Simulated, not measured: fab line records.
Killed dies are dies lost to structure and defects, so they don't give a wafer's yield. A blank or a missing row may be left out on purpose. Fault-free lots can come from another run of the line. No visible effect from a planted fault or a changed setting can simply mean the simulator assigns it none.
Which of the tools did it? | flow sky130 | 39 wafers from 13 lots sampled at 3 of the route's 708 steps

## WHAT THE GAUGES READ, wafer by wafer
SKY_VT_ADJUST_HVTP_TW_MEAS_11. Usual: for VT_ADJUST_HVTP_TW the level is 1361 and the standard deviation is 8.9.
lot  | measured     | on            | VT_ADJUST_HVTP_TW | flag
L378 | day 6 12:40  | film metro-01 | 1366 1363 1363    |
L379 | day 6 21:36  | film metro-02 | 1367 1363 1368    |
L381 | day 7 05:20  | film metro-02 | 1362 1362 1362    |
L382 | day 7 14:52  | film metro-03 | 1344 1350 1339    |
L384 | day 8 02:13  | film metro-03 | 1348 1340 1346    |
L385 | day 8 06:34  | film metro-03 | 1346 1350 1349    |
L386 | day 8 17:17  | film metro-02 | 1364 1364 1361    |
L388 | day 9 03:19  | film metro-01 | 1357 1364 1363    |
L389 | day 9 11:16  | film metro-03 | 1353 1353 1342    |
L392 | day 10 18:25 | film metro-02 | 1367 1360 1365    |
L395 | day 11 12:37 | film metro-03 | 1349 1353 1341    |
L396 | day 11 13:43 | film metro-03 | 1347 1348 1351    |
L397 | day 11 20:34 | film metro-01 | 1377 1368 1366    |

SKY_GATE_OXIDE_OVL_MEAS_10. Usual: for GATE_OXIDE_OVL the level is -0.6 nm and the standard deviation is 1.2.
lot  | measured     | on         | GATE_OXIDE_OVL (nm) | flag
L378 | day 15 23:08 | overlay-02 | -0.4 -0.4 0.2       |
L379 | day 15 22:50 | overlay-01 | -1.0 -1.5 0.5       |
L381 | day 16 04:10 | overlay-01 | -0.3 2.0 -2.2       |
L382 | day 16 03:51 | overlay-01 | -1.1 -0.8 0.1       |
L384 | day 16 11:08 | overlay-02 | -0.2 0.8 -2.0       |
L385 | day 16 14:54 | overlay-01 | 1.3 0.6 -2.7        |
L386 | day 16 22:13 | overlay-02 | -4.1 -1.2 -1.3      |
L388 | day 17 16:14 | overlay-02 | 0.9 -0.8 0.4        |
L389 | day 18 02:56 | overlay-01 | -0.8 1.1 -0.4       |
L392 | day 19 18:52 | overlay-02 | -1.9 -1.0 -3.8      |
L395 | day 20 23:07 | overlay-01 | -0.7 1.6 -1.1       |
L396 | day 20 22:35 | overlay-02 | -0.3 -1.5 1.4       |
L397 | day 21 01:56 | overlay-02 | -1.6 -0.8 -0.8      |

SKY_VIA2_THK_MEAS_01. Usual: for VIA2_HDPCVD_THK the level is 1184 nm and the standard deviation is 11.
lot  | measured     | on            | VIA2_HDPCVD_THK (nm) | flag
L378 | day 37 07:50 | film metro-02 | 1183 1181 1187       |
L379 | day 37 07:04 | film metro-01 | 1176 1178 1183       |
L381 | day 37 13:17 | film metro-01 | 1192 1196 1204       |
L382 | day 37 10:01 | film metro-04 | 1181 1185 1190       |
L384 | day 38 02:26 | film metro-04 | 1179 1170 1168       |
L385 | day 38 00:04 | film metro-04 | 1178 1181 1181       |
L386 | day 38 04:20 | film metro-04 | 1183 1182 1168       |
L388 | day 38 20:19 | film metro-02 | 1187 1188 1180       |
L389 | day 38 23:55 | film metro-04 | 1165 1184 1161       |
L392 | day 40 11:00 | film metro-02 | 1184 1168 1180       |
L395 | day 41 09:22 | film metro-04 | 1175 1192 1157       |
L396 | day 41 07:36 | film metro-01 | 1196 1189 1200       |
L397 | day 41 10:46 | film metro-01 | 1199 1193 1199       |

## TOOL THAT RAN EACH LOT (tool first, then ch and the chambers of the sampled wafers, then the start)
There is no process step in the record ahead of these readings.

## AS READ BY THE TOOLS THEMSELVES (means over the sampled wafers that have a number; for cases with no such wafer, the mark the record gives instead)
The record holds no such reading with a usual standard deviation.

## THE ANSWER, worked out from the rows above alone
Rule: take the mean of a lot's wafers that have a number; if it is more than 3 standard deviations from the usual mean, the lot is off. A lot without any number at a reading at which 4 lots or more have one is off too. The other lots that the step has rows for count as sound. Order of review: gauges by route order, followed by the tools' own readings, for which a lot's mean as printed above is used. The first step at which some lot is off is used, and at that step the reading that is off furthest; a lot without a number counts as furthest.
Across all readings shown, no lot is off: no conclusion can be drawn from this.

## WHAT WAS PUT IN BY THE SIMULATOR
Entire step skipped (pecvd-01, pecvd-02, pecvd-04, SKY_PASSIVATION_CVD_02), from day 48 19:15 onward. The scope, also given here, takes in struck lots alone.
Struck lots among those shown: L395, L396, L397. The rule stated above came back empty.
